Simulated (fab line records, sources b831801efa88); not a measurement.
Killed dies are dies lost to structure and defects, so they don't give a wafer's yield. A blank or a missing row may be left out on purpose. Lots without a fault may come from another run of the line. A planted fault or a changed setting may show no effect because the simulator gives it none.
fab line records | flow sky130
record lots=13 wafers=39 last_day=50
route steps=708 shown LI_CONTACT@374 LOCAL_INTERCONNECT@389 PAD_OPEN@708
lots that met no fault: from a run of the same line without faults
start_h: hours from the record's first day to the start of the lot's first wafer shown | wait_h: hours since the lot's step before | " the same as in the row above | L1.1+2: a row that stands for several wafers | - no value, or no start given | * or withheld: withheld | < > ~ a bound
route shown NAME@n: a module of which the file shows steps, and the number in the route of the first | usual: mean/standard deviation of fault-free wafers | same: alike in all rows | chamber/n: place in a boat | sites: the reading at each site | _std_site: their standard deviation | _edge_site: outer sites' mean less inner sites' | radius_mm: how far each site lies from the wafer's centre | mask NAME#n: copy n | behind: the tool/chamber that last shaped the wafer | hold: why the lot was held/for how many hours/how that ended | device: the transistor (n, p or np) that didn't switch | end of line: the same wafers' tests at the end of the route | a step without rows: its recipe alone | killed: dies lost to structure and defects at the first sort, not the wafer's yield | map: a wafer's dies, x killed, . not, _ none there
set.NAME: the setting as run; set.NAME@STEP: as run at that earlier step | model.NAME: the simulator's own value behind a step, which no gauge read
steps of the route over a sample of lots; a table a step, a row a wafer
services: from which hour (start_h, from the record's first day; less than 0 if before it) a tool's chamber was out of use, for how many hours, and why
## steps
# step SKY_LI_CONTACT_CD_MEAS_12
# recipe target_cd_nm=170
# usual cd_nm=170.2/1.5
# columns lot.wafer tool chamber start_h wait_h cd_nm
L596.2 cd_sem-02 - 686.69 - 168.7
L596.4 " - " " 167.9
L596.6 " - " " 169.7
L598.1 cd_sem-02 - 697.82 - 170.3
L598.3 " - " " 169.8
L598.5 " - " " 169.9
L599.1 cd_sem-01 - 708.93 - 169.3
L599.4 " - " " 169.5
L599.6 " - " " 169.6
L600.2 cd_sem-01 - 713.15 - 171.9
L600.3 " - " " 171.0
L600.6 " - " " 169.9
L601.1 cd_sem-01 - 722.17 - 172.8
L601.4 " - " " 172.3
L601.5 " - " " 170.7
L603.1 cd_sem-02 - 741.62 - 171.6
L603.2 " - " " 174.0
L603.4 " - " " 173.4
L604.2 cd_sem-01 - 751.96 - 171.9
L604.4 " - " " 170.3
L604.5 " - " " 171.1
L605.3 cd_sem-01 - 758.78 - 170.4
L605.4 " - " " 169.9
L605.5 " - " " 169.9
L606.2 cd_sem-01 - 768.06 - 169.8
L606.3 " - " " 172.0
L606.4 " - " " 171.0
L608.2 cd_sem-02 - 780.45 - 169.1
L608.4 " - " " 170.2
L608.6 " - " " 171.1
L616.3 cd_sem-02 - 847.57 - 167.8
L616.4 " - " " 168.4
L616.5 " - " " 168.5
L617.1 cd_sem-01 - 851.84 - 169.9
L617.4 " - " " 169.7
L617.6 " - " " 169.2
L618.2 cd_sem-01 - 856.30 - 170.2
L618.5 " - " " 170.8
L618.6 " - " " 171.8
# step SKY_LI_CONTACT_SPUTTER_19
# recipe material=Ti target_thk_nm=20 chamber_pressure_pa=5 power_w=2500 substrate_temp_c=200 time_s=106.37
# usual throttle_valve_pct=29.9/1.1
# columns lot.wafer tool chamber start_h wait_h throttle_valve_pct
L596.2 pvd_sputter-02 - 687.25 0.0 29.9
L596.4 " - " " 29.8
L596.6 " - " " 30.3
L598.1 pvd_sputter-01 - 698.42 0.0 29.1
L598.3 " - " " 27.9
L598.5 " - " " 29.2
L599.1 pvd_sputter-03 - 709.51 0.0 31.4
L599.4 " - " " 30.5
L599.6 " - " " 29.3
L600.2 pvd_sputter-03 - 713.71 0.0 30.5
L600.3 " - " " 29.1
L600.6 " - " " 31.0
L601.1 pvd_sputter-02 - 722.75 0.0 30.2
L601.4 " - " " 29.7
L601.5 " - " " 29.9
L603.1 pvd_sputter-01 - 742.22 0.0 29.3
L603.2 " - " " 30.9
L603.4 " - " " 27.9
L604.2 pvd_sputter-01 - 752.54 0.0 27.9
L604.4 " - " " 29.0
L604.5 " - " " 29.0
L605.3 pvd_sputter-03 - 759.32 0.0 30.4
L605.4 " - " " 31.3
L605.5 " - " " 30.8
L606.2 pvd_sputter-03 - 768.80 0.0 30.8
L606.3 " - " " 30.8
L606.4 " - " " 29.3
L608.2 pvd_sputter-01 - 781.01 0.0 29.9
L608.4 " - " " 29.0
L608.6 " - " " 29.5
L616.3 pvd_sputter-03 - 848.11 0.0 30.4
L616.4 " - " " 29.4
L616.5 " - " " 30.5
L617.1 pvd_sputter-03 - 852.63 0.0 30.8
L617.4 " - " " 30.6
L617.6 " - " " 31.7
L618.2 pvd_sputter-03 - 856.87 0.0 30.5
L618.5 " - " " 30.6
L618.6 " - " " 30.6
# step SKY_LI_CONTACT_CMP_24
# recipe stop_on=PSG t_overpolish_s=20 down_force_psi=3.5 platen_rpm=60 target_thk_nm=0 pad_velocity_m_s=0.94248
# usual motor_current_A=11.4/1.1 overpolish_run_s=20.000/0.0095 t_overpolish_s=20/0 time_to_endpoint_s=97.1/2.9
# columns lot.wafer tool chamber start_h wait_h motor_current_A overpolish_run_s t_overpolish_s time_to_endpoint_s
L596.4 cmp-01 1 687.75 0.1 10.4 20.010 20 100.0
L596.2 " 3 " " 10.6 19.994 20 99.6
L596.6 " 0 " " 12.4 19.995 20 97.3
L598.3 cmp-02 2 698.86 0.0 13.1 20.013 20 92.2
L598.1 " 3 " " 11.0 20.013 20 97.5
L598.5 " 3 " " 11.1 20.002 20 96.3
L599.4 cmp-01 2 709.95 0.0 10.2 20.019 20 92.9
L599.1 " 3 " " 10.6 19.989 20 95.0
L599.6 " 2 " " 9.8 20.008 20 95.8
L600.2 cmp-01 2 714.20 0.1 10.4 19.992 20 93.7
L600.3 " 3 " " 10.1 19.993 20 102.9
L600.6 " 2 " " 10.7 20.003 20 98.2
L601.4 cmp-01 3 723.20 0.0 10.1 20.001 20 97.4
L601.1 " 2 " " 10.4 20.022 20 92.1
L601.5 " 3 " " 10.7 19.999 20 96.8
L603.1 cmp-01 3 742.66 0.1 10.4 19.991 20 99.4
L603.4 " 1 " " 10.9 20.010 20 96.5
L603.2 " 2 " " 10.6 20.002 20 98.1
L604.4 cmp-01 1 753.27 0.3 10.4 19.997 20 100.0
L604.2 " 3 " " 10.6 19.970 20 99.0
L604.5 " 2 " " 10.3 20.000 20 96.5
L605.3 cmp-01 3 759.76 0.0 10.3 19.998 20 97.1
L605.4 " 1 " " 11.1 19.996 20 95.4
L605.5 " 0 " " 12.7 20.000 20 94.6
L606.3 cmp-01 1 769.42 0.2 10.8 9.215 9.2066 95.0
L606.2 " 2 " " 10.0 19.995 20 93.4
L606.4 " 0 " " 12.8 20.003 20 96.7
L608.4 cmp-01 1 781.45 0.0 10.8 9.202 9.2066 98.3
L608.2 " 3 " " 10.3 20.011 20 99.2
L608.6 " 1 " " 10.4 9.222 9.2066 99.0
L616.4 cmp-02 3 848.60 0.1 11.0 19.994 20 100.4
L616.3 " 0 " " 12.7 19.995 20 100.6
L616.5 " 3 " " 10.8 19.990 20 97.4
L617.1 cmp-02 3 853.07 0.1 11.6 20.007 20 102.1
L617.4 " 2 " " 13.5 19.990 20 98.4
L617.6 " 3 " " 11.7 20.003 20 100.4
L618.2 cmp-02 0 857.48 0.2 12.5 20.003 20 98.1
L618.6 " 2 " " 13.7 20.008 20 99.0
L618.5 " 3 " " 11.0 20.016 20 97.1
# step SKY_LOCAL_INTERCONNECT_THK_MEAS_02
# recipe thk_meas_gauge=xrf reads=TiN_of_LOCAL_INTERCONNECT_SPUTTER_00
# usual LOCAL_INTERCONNECT_TIN_THK=100.8/1.1
# columns lot.wafer tool chamber start_h wait_h LOCAL_INTERCONNECT_TIN_THK[nm]
L596.2 film_metro-03 - 688.19 0.1 99.4
L596.4 " - " " 98.7
L596.6 " - " " 98.5
L598.1 film_metro-03 - 699.34 0.1 99.8
L598.3 " - " " 99.3
L598.5 " - " " 99.6
L599.1 film_metro-03 - 710.43 0.1 101.4
L599.4 " - " " 101.3
L599.6 " - " " 101.2
L600.2 film_metro-01 - 714.64 0.1 99.6
L600.3 " - " " 99.1
L600.6 " - " " 98.7
L601.1 film_metro-04 - 723.68 0.1 101.2
L601.4 " - " " 100.6
L601.5 " - " " 101.7
L603.1 film_metro-04 - 743.14 0.1 99.8
L603.2 " - " " 100.8
L603.4 " - " " 101.4
L604.2 film_metro-01 - 753.77 0.1 102.1
L604.4 " - " " 101.3
L604.5 " - " " 102.0
L605.3 film_metro-01 - 760.27 0.1 102.0
L605.4 " - " " 102.5
L605.5 " - " " 101.8
L606.2 film_metro-01 - 769.91 0.1 101.7
L606.3 " - " " 100.9
L606.4 " - " " 102.1
L608.2 film_metro-03 - 781.94 0.1 100.8
L608.4 " - " " 100.0
L608.6 " - " " 100.3
L616.3 film_metro-04 - 849.05 0.1 99.9
L616.4 " - " " 102.3
L616.5 " - " " 101.0
L617.1 film_metro-04 - 853.55 0.1 100.7
L617.4 " - " " 100.8
L617.6 " - " " 100.9
L618.2 film_metro-03 - 857.88 0.1 101.6
L618.5 " - " " 101.0
L618.6 " - " " 101.2
# step SKY_PAD_OPEN_PROBE_99
# usual killed_at_M0_to_M3=44/7.2 killed_at_M4_up=3.5/1.8 killed_at_contacts=25/5.1 killed_at_front_end=14/4.4 killed_at_other=0.4/0.58 killed_dies=87/9.1 killed_open=48/6.9 killed_short=38/6.3
# same gross_dies=492 killed_at_back_side=0
# columns lot.wafer tool chamber start_h wait_h killed_at_M0_to_M3 killed_at_M4_up killed_at_contacts killed_at_front_end killed_at_other killed_dies killed_open killed_short
L596.2 prober-01 - 1085.05 0.1 41 5 16 12 0 74 42 32
L596.4 prober-01 - 1085.15 0.2 30 4 20 12 1 67 37 30
L596.6 prober-01 - 1085.25 0.2 44 6 20 19 1 90 48 42
L598.1 prober-01 - 1091.55 0.1 42 3 21 17 0 83 43 40
L598.3 prober-01 - 1091.65 0.2 38 4 25 12 0 79 47 32
L598.5 prober-01 - 1091.75 0.2 40 7 25 16 0 88 43 45
L599.1 prober-02 - 1099.01 0.1 40 6 18 19 0 83 45 38
L599.4 prober-02 - 1099.16 0.2 52 5 24 17 0 98 55 43
L599.6 prober-02 - 1099.26 0.2 45 3 23 9 1 81 43 38
L600.2 prober-01 - 1103.40 0.1 48 3 20 23 1 95 52 42
L600.3 prober-01 - 1103.45 0.2 45 3 25 11 1 85 46 39
L600.6 prober-01 - 1103.60 0.2 34 3 30 16 0 83 56 26
L601.1 prober-02 - 1111.44 0.1 36 3 32 15 0 86 50 36
L601.4 prober-02 - 1111.59 0.2 55 3 23 19 0 100 52 48
L601.5 prober-02 - 1111.64 0.2 46 0 19 15 0 80 41 39
L603.1 prober-02 - 1124.70 0.1 41 3 25 14 0 83 47 36
L603.2 prober-02 - 1124.75 0.1 38 2 24 12 0 76 41 35
L603.4 prober-02 - 1124.85 0.2 40 4 27 12 0 83 55 28
L604.2 prober-01 - 1131.41 0.1 46 2 15 15 0 78 46 32
L604.4 prober-01 - 1131.51 0.2 39 1 26 19 0 85 47 38
L604.5 prober-01 - 1131.56 0.2 43 2 30 17 1 93 51 41
L605.3 prober-02 - 1136.61 0.2 41 2 30 15 1 89 55 34
L605.4 prober-02 - 1136.66 0.2 40 2 25 8 0 75 41 34
L605.5 prober-02 - 1136.71 0.2 47 4 29 15 1 96 58 38
L606.2 prober-02 - 1143.20 0.1 52 3 25 8 0 88 48 40
L606.3 prober-02 - 1143.25 0.2 34 2 27 15 1 79 46 33
L606.4 prober-02 - 1143.30 0.2 48 2 36 8 0 94 50 44
L608.2 prober-02 - 1150.85 0.1 44 2 25 10 0 81 47 34
L608.4 prober-02 - 1150.95 0.2 52 1 22 9 1 85 53 32
L608.6 prober-02 - 1151.05 0.2 44 3 16 16 0 79 51 28
L616.3 prober-02 - 1194.75 0.2 36 4 27 13 0 80 42 38
L616.4 prober-02 - 1194.80 0.2 37 5 16 15 0 73 42 29
L616.5 prober-02 - 1194.85 0.2 58 6 20 12 0 96 48 47
L617.1 prober-01 - 1195.86 0.1 44 5 23 15 0 87 48 39
L617.4 prober-01 - 1196.01 0.2 53 6 29 15 0 103 54 49
L617.6 prober-01 - 1196.11 0.2 41 2 27 24 0 94 49 45
L618.2 prober-02 - 1200.71 0.1 39 4 19 14 1 77 39 38
L618.5 prober-02 - 1200.86 0.2 37 2 33 15 1 88 44 44
L618.6 prober-02 - 1200.91 0.2 42 3 27 11 0 83 45 38
# killed by level:class
L596.2 VIA1:geometric_particle:open=14 VIA1:geometric_particle:short=7 LI_CONTACT:geometric_particle:open=6 CONTACT:geometric_particle:open=6 METAL1:geometric_particle:short=5 POLY_GATE:geometric_particle:open=4 VIA2:geometric_particle:open=4 POLY_GATE:geometric_particle:short=3
L596.4 CONTACT:geometric_particle:open=11 VIA1:geometric_particle:open=6 FIELD_ISO:geometric_particle:open=5 METAL1:geometric_particle:short=5 CONTACT:geometric_particle:short=4 VIA1:geometric_particle:short=4 VIA3:geometric_particle:open=4 FIELD_ISO:geometric_particle:short=3
L596.6 METAL1:geometric_particle:short=7 FIELD_ISO:geometric_particle:open=6 LI_CONTACT:geometric_particle:open=6 CONTACT:geometric_particle:short=6 VIA2:geometric_particle:open=6 VIA3:geometric_particle:open=6 VIA1:geometric_particle:open=5 CONTACT:geometric_particle:open=4
L598.1 CONTACT:geometric_particle:open=11 VIA1:geometric_particle:open=8 VIA2:geometric_particle:open=8 POLY_GATE:geometric_particle:short=7 CONTACT:geometric_particle:short=6 VIA3:geometric_particle:short=5 FIELD_ISO:geometric_particle:open=4 VIA2:geometric_particle:short=4
L598.3 LI_CONTACT:geometric_particle:open=11 VIA1:geometric_particle:open=11 CONTACT:geometric_particle:open=7 VIA2:geometric_particle:open=7 METAL2:geometric_particle:short=5 LI_CONTACT:geometric_particle:short=4 VIA3:geometric_particle:open=4 POLY_GATE:geometric_particle:short=3
L598.5 VIA2:geometric_particle:open=9 CONTACT:geometric_particle:short=7 POLY_GATE:geometric_particle:short=7 CONTACT:geometric_particle:open=7 VIA1:geometric_particle:open=7 VIA3:geometric_particle:open=7 LI_CONTACT:geometric_particle:open=5 METAL1:geometric_particle:short=5
L599.1 VIA2:geometric_particle:open=10 CONTACT:geometric_particle:open=7 VIA1:geometric_particle:short=6 FIELD_ISO:geometric_particle:short=5 LI_CONTACT:geometric_particle:open=5 VIA1:geometric_particle:open=5 POLY_GATE:geometric_particle:short=4 POLY_GATE:geometric_particle:open=4
L599.4 VIA2:geometric_particle:open=11 VIA1:geometric_particle:open=10 LI_CONTACT:geometric_particle:open=8 METAL2:geometric_particle:short=8 CONTACT:geometric_particle:open=7 METAL4:geometric_particle:short=5 VIA3:geometric_particle:open=5 FIELD_ISO:geometric_particle:short=4
L599.6 VIA1:geometric_particle:open=10 VIA3:geometric_particle:open=9 CONTACT:geometric_particle:open=7 METAL1:geometric_particle:short=5 LI_CONTACT:geometric_particle:open=4 LOCAL_INTERCONNECT:geometric_particle:open=4 LOCAL_INTERCONNECT:geometric_particle:short=4 METAL2:geometric_particle:short=4
L600.2 VIA1:geometric_particle:open=11 VIA3:geometric_particle:open=10 LI_CONTACT:geometric_particle:open=7 FIELD_ISO:geometric_particle:open=6 VIA2:geometric_particle:open=6 VIA3:geometric_particle:short=6 FIELD_ISO:geometric_particle:short=5 POLY_GATE:geometric_particle:open=5
L600.3 VIA3:geometric_particle:open=10 LI_CONTACT:geometric_particle:open=7 CONTACT:geometric_particle:short=7 VIA1:geometric_particle:open=7 FIELD_ISO:geometric_particle:open=6 CONTACT:geometric_particle:open=6 METAL1:geometric_particle:short=6 VIA2:geometric_particle:open=6
L600.6 LI_CONTACT:geometric_particle:open=14 CONTACT:geometric_particle:open=14 VIA1:geometric_particle:open=6 POLY_GATE:geometric_particle:open=5 VIA1:geometric_particle:short=5 METAL1:geometric_particle:short=5 FIELD_ISO:geometric_particle:open=4 VIA2:geometric_particle:open=4
L601.1 CONTACT:geometric_particle:open=11 LI_CONTACT:geometric_particle:open=9 FIELD_ISO:geometric_particle:short=8 CONTACT:geometric_particle:short=7 VIA3:geometric_particle:open=7 METAL1:geometric_particle:short=7 VIA1:geometric_particle:open=7 VIA2:geometric_particle:open=6
L601.4 VIA1:geometric_particle:open=12 POLY_GATE:geometric_particle:open=7 METAL1:geometric_particle:short=7 METAL2:geometric_particle:short=7 VIA2:geometric_particle:short=7 LI_CONTACT:geometric_particle:open=6 VIA2:geometric_particle:open=6 FIELD_ISO:geometric_particle:open=5
L601.5 CONTACT:geometric_particle:open=10 VIA1:geometric_particle:open=9 FIELD_ISO:geometric_particle:short=6 METAL1:geometric_particle:short=5 VIA1:geometric_particle:short=5 METAL2:geometric_particle:short=5 VIA3:geometric_particle:open=5 FIELD_ISO:geometric_particle:open=4
L603.1 CONTACT:geometric_particle:open=10 VIA2:geometric_particle:open=9 FIELD_ISO:geometric_particle:open=8 VIA1:geometric_particle:open=8 METAL1:geometric_particle:short=7 VIA1:geometric_particle:short=5 LI_CONTACT:geometric_particle:open=4 LOCAL_INTERCONNECT:geometric_particle:short=4
L603.2 CONTACT:geometric_particle:open=9 VIA3:geometric_particle:open=8 VIA1:geometric_particle:open=6 FIELD_ISO:geometric_particle:open=5 VIA2:geometric_particle:open=5 LI_CONTACT:geometric_particle:open=4 METAL1:geometric_particle:short=4 LOCAL_INTERCONNECT:geometric_particle:short=4
L603.4 CONTACT:geometric_particle:open=12 LI_CONTACT:geometric_particle:open=9 VIA1:geometric_particle:open=8 VIA2:geometric_particle:open=7 VIA3:geometric_particle:open=6 FIELD_ISO:geometric_particle:open=4 VIA1:geometric_particle:short=4 FIELD_ISO:geometric_particle:short=3
L604.2 VIA2:geometric_particle:open=12 VIA3:geometric_particle:open=9 VIA1:geometric_particle:open=6 FIELD_ISO:geometric_particle:open=5 LOCAL_INTERCONNECT:geometric_particle:short=5 CONTACT:geometric_particle:open=4 VIA3:geometric_particle:short=4 VIA1:geometric_particle:short=4
L604.4 VIA1:geometric_particle:open=9 METAL2:geometric_particle:short=8 CONTACT:geometric_particle:open=7 FIELD_ISO:geometric_particle:open=6 LI_CONTACT:geometric_particle:open=6 VIA3:geometric_particle:open=5 CONTACT:geometric_particle:short=5 VIA2:geometric_particle:open=5
L604.5 CONTACT:geometric_particle:open=12 VIA1:geometric_particle:open=9 CONTACT:geometric_particle:short=8 LOCAL_INTERCONNECT:geometric_particle:short=6 VIA3:geometric_particle:open=6 METAL3:geometric_particle:short=6 FIELD_ISO:geometric_particle:open=5 VIA2:geometric_particle:open=5
L605.3 VIA1:geometric_particle:open=15 CONTACT:geometric_particle:open=10 VIA3:geometric_particle:open=9 CONTACT:geometric_particle:short=8 LI_CONTACT:geometric_particle:open=7 VIA3:geometric_particle:short=5 FIELD_ISO:geometric_particle:short=4 FIELD_ISO:geometric_particle:open=4
L605.4 VIA1:geometric_particle:open=14 CONTACT:geometric_particle:open=8 LOCAL_INTERCONNECT:geometric_particle:short=8 VIA3:geometric_particle:open=7 CONTACT:geometric_particle:short=5 METAL2:geometric_particle:short=5 VIA2:geometric_particle:open=4 FIELD_ISO:geometric_particle:open=3
L605.5 VIA1:geometric_particle:open=12 LI_CONTACT:geometric_particle:open=10 CONTACT:geometric_particle:open=9 VIA3:geometric_particle:open=8 METAL2:geometric_particle:short=7 VIA1:geometric_particle:short=6 FIELD_ISO:geometric_particle:open=5 CONTACT:geometric_particle:short=4
L606.2 VIA1:geometric_particle:open=17 CONTACT:geometric_particle:open=9 METAL1:geometric_particle:short=8 METAL2:geometric_particle:short=7 VIA2:geometric_particle:open=6 LI_CONTACT:geometric_particle:short=5 LOCAL_INTERCONNECT:geometric_particle:short=5 VIA3:geometric_particle:open=5
L606.3 LI_CONTACT:geometric_particle:open=11 VIA1:geometric_particle:open=7 CONTACT:geometric_particle:short=6 VIA2:geometric_particle:open=6 CONTACT:geometric_particle:open=5 VIA3:geometric_particle:open=5 FIELD_ISO:geometric_particle:short=3 SPACER:geometric_particle:open=3
L606.4 CONTACT:geometric_particle:open=14 VIA1:geometric_particle:open=12 METAL2:geometric_particle:short=7 CONTACT:geometric_particle:short=6 VIA2:geometric_particle:open=6 LI_CONTACT:geometric_particle:open=6 LOCAL_INTERCONNECT:geometric_particle:short=5 LI_CONTACT:geometric_particle:short=4
L608.2 CONTACT:geometric_particle:open=11 VIA1:geometric_particle:open=8 VIA2:geometric_particle:open=7 METAL2:geometric_particle:short=7 LI_CONTACT:geometric_particle:open=6 METAL3:geometric_particle:short=5 POLY_GATE:geometric_particle:open=4 CONTACT:geometric_particle:short=4
L608.4 VIA1:geometric_particle:open=12 VIA2:geometric_particle:open=10 CONTACT:geometric_particle:open=9 VIA2:geometric_particle:short=6 VIA3:geometric_particle:open=6 FIELD_ISO:geometric_particle:open=5 LOCAL_INTERCONNECT:geometric_particle:short=5 METAL2:geometric_particle:short=5
L608.6 VIA2:geometric_particle:open=11 VIA1:geometric_particle:open=10 FIELD_ISO:geometric_particle:open=9 METAL2:geometric_particle:short=7 CONTACT:geometric_particle:open=5 LI_CONTACT:geometric_particle:open=4 POLY_GATE:geometric_particle:open=4 LOCAL_INTERCONNECT:geometric_particle:short=4
L616.3 CONTACT:geometric_particle:open=11 LI_CONTACT:geometric_particle:open=8 METAL1:geometric_particle:short=6 VIA1:geometric_particle:open=6 FIELD_ISO:geometric_particle:short=5 VIA1:geometric_particle:short=5 LI_CONTACT:geometric_particle:short=4 VIA2:geometric_particle:open=4
L616.4 CONTACT:geometric_particle:open=8 VIA1:geometric_particle:open=8 VIA2:geometric_particle:open=6 VIA1:geometric_particle:short=5 VIA3:geometric_particle:open=5 POLY_GATE:geometric_particle:open=4 METAL4:geometric_particle:short=4 FIELD_ISO:geometric_particle:short=3
L616.5 VIA1:geometric_particle:open=15 VIA1:geometric_particle:short=11 LOCAL_INTERCONNECT:geometric_particle:short=9 VIA2:geometric_particle:open=9 VIA3:geometric_particle:open=6 METAL3:geometric_particle:short=5 LI_CONTACT:geometric_particle:open=4 CONTACT:geometric_particle:open=4
L617.1 VIA1:geometric_particle:open=12 METAL3:geometric_particle:short=7 CONTACT:geometric_particle:open=7 VIA2:geometric_particle:open=6 LI_CONTACT:geometric_particle:open=6 FIELD_ISO:geometric_particle:short=5 VIA3:geometric_particle:open=5 LOCAL_INTERCONNECT:geometric_particle:short=4
L617.4 VIA1:geometric_particle:open=15 LI_CONTACT:geometric_particle:open=10 CONTACT:geometric_particle:short=7 LOCAL_INTERCONNECT:geometric_particle:short=6 VIA1:geometric_particle:short=6 METAL2:geometric_particle:short=6 VIA3:geometric_particle:open=6 POLY_GATE:geometric_particle:short=5
L617.6 CONTACT:geometric_particle:open=8 VIA1:geometric_particle:open=8 POLY_GATE:geometric_particle:open=7 LI_CONTACT:geometric_particle:open=7 VIA2:geometric_particle:open=7 CONTACT:geometric_particle:short=6 VIA1:geometric_particle:short=6 METAL2:geometric_particle:short=6
L618.2 VIA1:geometric_particle:open=10 METAL1:geometric_particle:short=8 FIELD_ISO:geometric_particle:open=7 CONTACT:geometric_particle:short=7 CONTACT:geometric_particle:open=6 VIA2:geometric_particle:open=6 LI_CONTACT:geometric_particle:open=5 FIELD_ISO:geometric_particle:short=4
L618.5 CONTACT:geometric_particle:open=12 VIA1:geometric_particle:open=9 LI_CONTACT:geometric_particle:open=8 POLY_GATE:geometric_particle:short=6 LOCAL_INTERCONNECT:geometric_particle:short=6 VIA2:geometric_particle:open=6 VIA1:geometric_particle:short=5 METAL2:geometric_particle:short=5
L618.6 CONTACT:geometric_particle:open=10 VIA3:geometric_particle:open=9 VIA1:geometric_particle:open=8 CONTACT:geometric_particle:short=6 METAL1:geometric_particle:short=6 LI_CONTACT:geometric_particle:open=5 VIA1:geometric_particle:short=4 LOCAL_INTERCONNECT:geometric_particle:short=4
## services
# columns tool chamber start_h hours kind
cmp-02 - 672.73 0.5 repair
cmp-01 - 681.03 6.4 repair
cmp-02 - 699.47 4.5 repair
pvd_sputter-03 - 728.69 11.5 repair
cmp-02 - 747.81 4.0 pm
cmp-02 - 747.87 26.6 repair
cmp-02 - 751.81 - consumable_replace:conditioner
cmp-02 - 751.81 - consumable_replace:pad
pvd_sputter-03 - 763.04 5.3 repair
cmp-01 - 772.10 0.3 repair
cmp-01 - 786.54 1.6 repair
cmp-01 - 794.63 7.9 pm
cmp-01 - 807.60 0.4 repair
cmp-02 - 811.84 2.3 repair
pvd_sputter-02 - 815.19 4.5 repair
cmp-01 - 822.49 15.5 pm
cmp-02 - 838.15 7.0 pm
pvd_sputter-01 - 849.35 1.8 repair
cmp-01 - 852.07 6.3 repair
cmp-01 - 854.87 1.4 repair
pvd_sputter-02 - 856.05 1.2 repair
## key
first_sign step=SKY_LI_CONTACT_CMP_24 reading=t_overpolish_s direction=down sigmas=99+ usual=20 struck=9.2066
effect step=SKY_LI_CONTACT_CMP_24 reading=overpolish_run_s direction=down sigmas=99+ usual=20.000 struck=9.213
met_at SKY_LI_CONTACT_CMP_24
struck_lots L606,L608
struck_wafers L606.3,L608.4,L608.6
tester_left_out L606,L608
not_acting_at SKY_LI_CONTACT_CD_MEAS_12,SKY_LI_CONTACT_SPUTTER_19,SKY_LOCAL_INTERCONNECT_THK_MEAS_02
onset_between 759.76 769.42
fault kind=process_parameter_drift tool=cmp-01 chamber=1 onset_h=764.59 steps=SKY_LI_CONTACT_CMP_24 channel=t_overpolish_s offset=-10.793 shape=step end_h=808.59 acts_in=these_recipes_only stated=20
# tester_left_out: of these lots the tester's yield and bins aren't shown, on N5 and GAA mostly nor the transistor test; their killed dies are dies lost to structure and defects alone, not to doping, threshold or leakage, so they don't give the yield
